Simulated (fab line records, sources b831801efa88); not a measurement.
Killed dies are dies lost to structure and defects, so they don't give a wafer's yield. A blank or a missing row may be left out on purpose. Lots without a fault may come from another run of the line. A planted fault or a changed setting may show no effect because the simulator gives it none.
Which tool did it? | flow sky130 | 9 lots, 27 wafers sampled, at 6 steps of a route of 708

WHAT THE GAUGES READ, wafer by wafer
SKY_METAL5_RS_MEAS_05: measures by four-point-probe. Usual: METAL5_ALCU_RS 0.0271 ohm/sq, standard deviation 0.00032.
lot  | measured     | on            | METAL5_ALCU_RS (ohm/sq) | flag
L595 | day 42 20:38 | film_metro-03 | 0.0277 0.0271 0.0277    |
L597 | day 43 05:56 | film_metro-04 | 0.0265 0.0265 0.0268    |
L599 | day 44 02:19 | film_metro-03 | 0.0273 0.0274 0.0273    |
L600 | day 44 05:57 | film_metro-04 | 0.0274 0.0271 0.0273    |
L602 | day 44 19:54 | film_metro-02 | 0.0272 0.0273 0.0274    |
L613 | day 47 14:01 | film_metro-02 | 0.0262 0.0261 0.0263    |
L612 | day 47 17:53 | film_metro-03 | 0.0268 0.0269 0.0324    | OFF
L614 | day 47 22:30 | film_metro-03 | 0.0272 0.0272 0.0275    |
L615 | day 47 23:53 | film_metro-02 | 0.0271 0.0270 0.0268    |

SKY_METAL5_THK_MEAS_06: measures by xrf. Usual: METAL5_ALCU_THK 1156 nm, standard deviation 13.
lot  | measured     | on            | METAL5_ALCU_THK (nm) | flag
L595 | day 42 20:44 | film_metro-03 | 1130 1162 1134       |
L597 | day 43 06:02 | film_metro-04 | 1182 1178 1163       |
L599 | day 44 02:25 | film_metro-03 | 1152 1148 1150       |
L600 | day 44 06:04 | film_metro-04 | 1149 1159 1143       |
L602 | day 44 20:01 | film_metro-02 | 1140 1140 1148       |
L613 | day 47 14:07 | film_metro-02 | 1177 1186 1180       |
L612 | day 47 17:58 | film_metro-03 | 1175 1168 1003       | OFF
L614 | day 47 22:37 | film_metro-03 | 1142 1151 1135       |
L615 | day 48 00:00 | film_metro-02 | 1149 1149 1160       |

WHICH TOOL RAN EACH LOT (tool, then ch and the chambers of the sampled wafers, then the start)
lot  | SKY_METAL4_ETCH_17                 | SKY_VIA4_CMP_02               | SKY_METAL5_SPUTTER_02        | SKY_METAL5_SPUTTER_04
L595 | rie_diel-04 ch 1,2, day 41 18:28   | cmp-02 ch 0,1,2, day 41 19:42 | pvd_sputter-02, day 42 20:29 | pvd_sputter-02, day 42 20:33
L597 | rie_diel-02 ch 0,2,3, day 42 03:41 | cmp-01 ch 1,3, day 42 04:43   | pvd_sputter-04, day 43 05:47 | pvd_sputter-04, day 43 05:52
L599 | rie_diel-01 ch 0,3, day 43 00:47   | cmp-02 ch 0,1, day 43 01:52   | pvd_sputter-04, day 44 02:10 | pvd_sputter-04, day 44 02:14
L600 | rie_diel-01 ch 0,1,2, day 43 04:19 | cmp-01 ch 1,2, day 43 05:33   | pvd_sputter-02, day 44 05:50 | pvd_sputter-02, day 44 05:54
L602 | rie_diel-04 ch 0,2, day 43 18:38   | cmp-01 ch 0,1,2, day 43 19:40 | pvd_sputter-01, day 44 19:47 | pvd_sputter-01, day 44 19:51
L613 | rie_diel-02 ch 0,1,2, day 46 16:04 | cmp-02 ch 0,2,3, day 46 17:14 | pvd_sputter-04, day 47 13:51 | pvd_sputter-04, day 47 13:55
L612 | rie_diel-01 ch 0,1,2, day 46 18:29 | cmp-02 ch 0,3, day 46 19:34   | pvd_sputter-01, day 47 17:42 | pvd_sputter-01, day 47 17:46
L614 | rie_diel-01 ch 0,1,2, day 46 23:47 | cmp-02 ch 0,1,2, day 47 00:49 | pvd_sputter-04, day 47 22:22 | pvd_sputter-04, day 47 22:26
L615 | rie_diel-02 ch 0,1, day 47 01:32   | cmp-02 ch 2,3, day 47 02:35   | pvd_sputter-02, day 47 23:46 | pvd_sputter-02, day 47 23:50
- SKY_METAL4_ETCH_17: etches SiO2 in C4F8/O2/Ar, stops on TiN, time 3.9 s, target depth 15 nm.
- SKY_VIA4_CMP_02: polishes SiO2.
- SKY_METAL5_SPUTTER_02: material AlCu, target thk 1150 nm, time 61.2 s.
- SKY_METAL5_SPUTTER_04: material TiN, target thk 70 nm, time 58.3 s.

WHAT THE TOOLS THEMSELVES READ (means of the sampled wafers that have a number; where no wafer has one, the mark that the record gives instead)
SKY_METAL4_ETCH_17. Usual: chamber_pressure_mTorr 40.00 mTorr, standard deviation 0.036; oes_product_au 0.754 a.u., standard deviation 0.0074; rf_fwd_power_W 1467 W, standard deviation 7.3.
lot  | tool        | chamber_pressure_mTorr (mTorr) | oes_product_au (a.u.) | rf_fwd_power_W (W) | flag
L595 | rie_diel-04 | 39.98                          | 0.748                 | 1468               |
L597 | rie_diel-02 | 40.02                          | 0.763                 | 1470               |
L599 | rie_diel-01 | 39.99                          | 0.751                 | 1464               |
L600 | rie_diel-01 | 40.01                          | 0.744                 | 1469               |
L602 | rie_diel-04 | 40.01                          | 0.756                 | 1458               |
L613 | rie_diel-02 | 39.99                          | 0.760                 | 1471               |
L612 | rie_diel-01 | 39.98                          | 0.758                 | 1469               |
L614 | rie_diel-01 | 40.02                          | 0.755                 | 1463               |
L615 | rie_diel-02 | 40.02                          | 0.755                 | 1474               |

SKY_VIA4_CMP_02. Usual: motor_current_A 12.4 A, standard deviation 1.1.
lot  | tool   | motor_current_A (A) | flag
L595 | cmp-02 | 12.9                |
L597 | cmp-01 | 12.1                |
L599 | cmp-02 | 12.2                |
L600 | cmp-01 | 12.5                |
L602 | cmp-01 | 12.0                |
L613 | cmp-02 | 13.2                |
L612 | cmp-02 | 13.4                |
L614 | cmp-02 | 12.7                |
L615 | cmp-02 | 12.7                |

SKY_METAL5_SPUTTER_02. Usual: throttle_valve_pct 30.1 %, standard deviation 0.86.
lot  | tool           | throttle_valve_pct (%) | flag
L595 | pvd_sputter-02 | 30.1                   |
L597 | pvd_sputter-04 | 30.2                   |
L599 | pvd_sputter-04 | 30.3                   |
L600 | pvd_sputter-02 | 30.1                   |
L602 | pvd_sputter-01 | 30.3                   |
L613 | pvd_sputter-04 | 30.2                   |
L612 | pvd_sputter-01 | 31.1                   |
L614 | pvd_sputter-04 | 30.2                   |
L615 | pvd_sputter-02 | 29.7                   |

SKY_METAL5_SPUTTER_04. Usual: throttle_valve_pct 30.1 %, standard deviation 0.83.
lot  | tool           | throttle_valve_pct (%) | flag
L595 | pvd_sputter-02 | 30.0                   |
L597 | pvd_sputter-04 | 30.1                   |
L599 | pvd_sputter-04 | 30.2                   |
L600 | pvd_sputter-02 | 29.9                   |
L602 | pvd_sputter-01 | 30.4                   |
L613 | pvd_sputter-04 | 30.2                   |
L612 | pvd_sputter-01 | 31.2                   |
L614 | pvd_sputter-04 | 30.1                   |
L615 | pvd_sputter-02 | 29.7                   |

THE ANSWER, worked out from the rows above alone
Rule: a lot is off if the mean of its wafers that have a number lies more than 3 standard deviations from the usual mean. A lot without any number at a reading at which 4 lots or more have one is off too. The other lots that the step has rows for count as sound. The gauges are gone through in route order, then the tools' own readings, and for those a lot's mean is taken as printed above. The first step at which some lot is off is used, and at that step the reading that is off furthest; a lot without a number counts as furthest.
Off: L612, at SKY_METAL5_RS_MEAS_05 (METAL5_ALCU_RS).
A tool fits if, at a process step before that reading, it ran every lot that is off, and no sound lot after the first of them. The gauges at SKY_METAL5_RS_MEAS_05 are tried like those tools. One fits: pvd_sputter-01 at SKY_METAL5_SPUTTER_02 and SKY_METAL5_SPUTTER_04. At SKY_METAL5_SPUTTER_02 its last sound lot is L602 (day 44 19:47), its first lot that is off L612 (day 47 17:42): a fault that began between those two fits.
The tool's own readings at SKY_METAL5_SPUTTER_02 bear it out: on the lots that are off they differ by more than 5 times the standard deviation of the sound lots' means. throttle_valve_pct reads 31.1 % there against 30.1 % on the sound lots.

WHAT THE SIMULATOR HAD PUT IN
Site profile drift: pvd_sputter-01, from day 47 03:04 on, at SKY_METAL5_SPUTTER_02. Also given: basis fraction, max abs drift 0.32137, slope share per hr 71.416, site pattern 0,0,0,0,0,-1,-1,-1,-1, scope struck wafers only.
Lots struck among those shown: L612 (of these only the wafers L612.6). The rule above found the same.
